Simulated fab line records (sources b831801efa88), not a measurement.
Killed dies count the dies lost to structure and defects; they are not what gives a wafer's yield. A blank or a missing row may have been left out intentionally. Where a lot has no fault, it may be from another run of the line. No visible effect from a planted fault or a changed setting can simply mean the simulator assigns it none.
2 desks, one fault / flow gf180mcu / only its own numbers are on each desk; what lay behind them is given at the end

## METROLOGY DESK
What the gauges read for every lot (on any tool): the sampled wafers with a number, averaged. Any lot whose mean is over 4 standard deviations away from the usual mean is out of limits and marked OUT; that distance is given in the brackets.
Columns: A = VT_IMPLANT_03_OVL at GF_VT_IMPLANT_OVL_MEAS_40, usual -0.6 nm; B = VT_IMPLANT_4_TW at GF_VT_IMPLANT_TW_MEAS_43, usual 690; C = DUAL_GATE_OXIDATION_00_THK at GF_DUAL_GATE_THK_MEAS_03, usual 10.96 nm; D = HV_LDD_TW at GF_HV_LDD_TW_MEAS_11, usual 2419; E = HV_LDD_RS at GF_HV_LDD_RS_MEAS_53, usual 418.6 ohm/sq
lot=L644; first seen here=day 8 04:37; A=-0.4; B=687; C=11.12; D=2409; E=419.2
lot=L646; first seen here=day 8 14:40; A=-0.9; B=693; C=10.88; D=2425; E=418.1
lot=L645; first seen here=day 8 16:47; A=-1.9; B=695; C=10.72; D=2417; E=420.2
lot=L647; first seen here=day 8 23:35; A=-0.8; B=685; C=10.86; D=2421; E=417.7
lot=L648; first seen here=day 9 04:52; A=-1.6; B=685; C=10.92; D=2425; E=418.0
lot=L649; first seen here=day 9 14:16; A=0.5; B=689; C=10.93; D=2409; E=419.9
lot=L651; first seen here=day 10 02:28; A=-1.0; B=699; C=11.18; D=2438; E=419.5
lot=L652; first seen here=day 10 09:13; A=-1.6; B=695; C=10.88; D=2403; E=418.1
lot=L654; first seen here=day 11 00:14; A=-1.3; B=685; C=11.11; D=2409; E=418.0
lot=L656; first seen here=day 11 12:28; A=0.5; B=692; C=11.00; D=2178 (-20) OUT; E=488.0 (+69) OUT
lot=L658; first seen here=day 12 02:58; A=0.3; B=694; C=10.89; D=2194 (-19) OUT; E=491.1 (+73) OUT
lot=L660; first seen here=day 12 16:28; A=0.3; B=686; C=10.69; D=2400; E=419.0
lot=L664; first seen here=day 13 16:52; A=-0.1; B=686; C=11.04; D=2417; E=418.5
This desk's finding: out of limits on L656, L658; first on L656, day 14 08:55 (HV_LDD_TW at GF_HV_LDD_TW_MEAS_11). L644, L646, L645, L647, L648, L649, L651, L652, L654, L660, L664 stayed within limits.

## THE TOOL OWNER'S DESK: implanter-02
The tool's own readings at GF_HV_LDD_IMPLANT_09: means of the sampled wafers that have a number, for each lot that ran on this tool. Any lot whose mean is over 4 standard deviations away from the usual mean is out of limits and marked OUT; that distance is given in the brackets.
Columns: A = dose-ions-cm2 at GF_HV_LDD_IMPLANT_09, usual 1e+14; B = faraday-current-uA at GF_HV_LDD_IMPLANT_09, usual 563
lot=L644; first seen here=day 10 17:25; A=1e+14; B=552
lot=L649; first seen here=day 12 06:29; A=1e+14; B=556
lot=L656; first seen here=day 14 08:40; A=7e+13 (-99 or more) OUT; B=382 (-16) OUT
lot=L658; first seen here=day 15 00:41; A=7e+13 (-99 or more) OUT; B=394 (-15) OUT
This desk's verdict: out of limits on L656, L658, starting with L656 at day 14 08:40 (dose-ions-cm2 at GF_HV_LDD_IMPLANT_09). L644, L649 stayed within limits.

## ALL TOGETHER
The tool owner's desk could have raised an alarm at day 14 08:40, on L656, L658.
The metrology desk could have raised an alarm at day 14 08:55, on L656, L658.
GF_HV_LDD_IMPLANT_09 was run on implanter-02 by each of the lots named.

## WHAT THE SIMULATOR HAD INSERTED
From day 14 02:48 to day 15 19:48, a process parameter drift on implanter-02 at GF_HV_LDD_IMPLANT_09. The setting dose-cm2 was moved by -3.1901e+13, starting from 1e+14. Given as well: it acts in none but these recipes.
Lots struck among those shown: L656, L658.
Delay (hours) between the fault's onset and each desk's first out-of-limits reading: 6 at the tool owner's desk, 6 at the metrology desk.
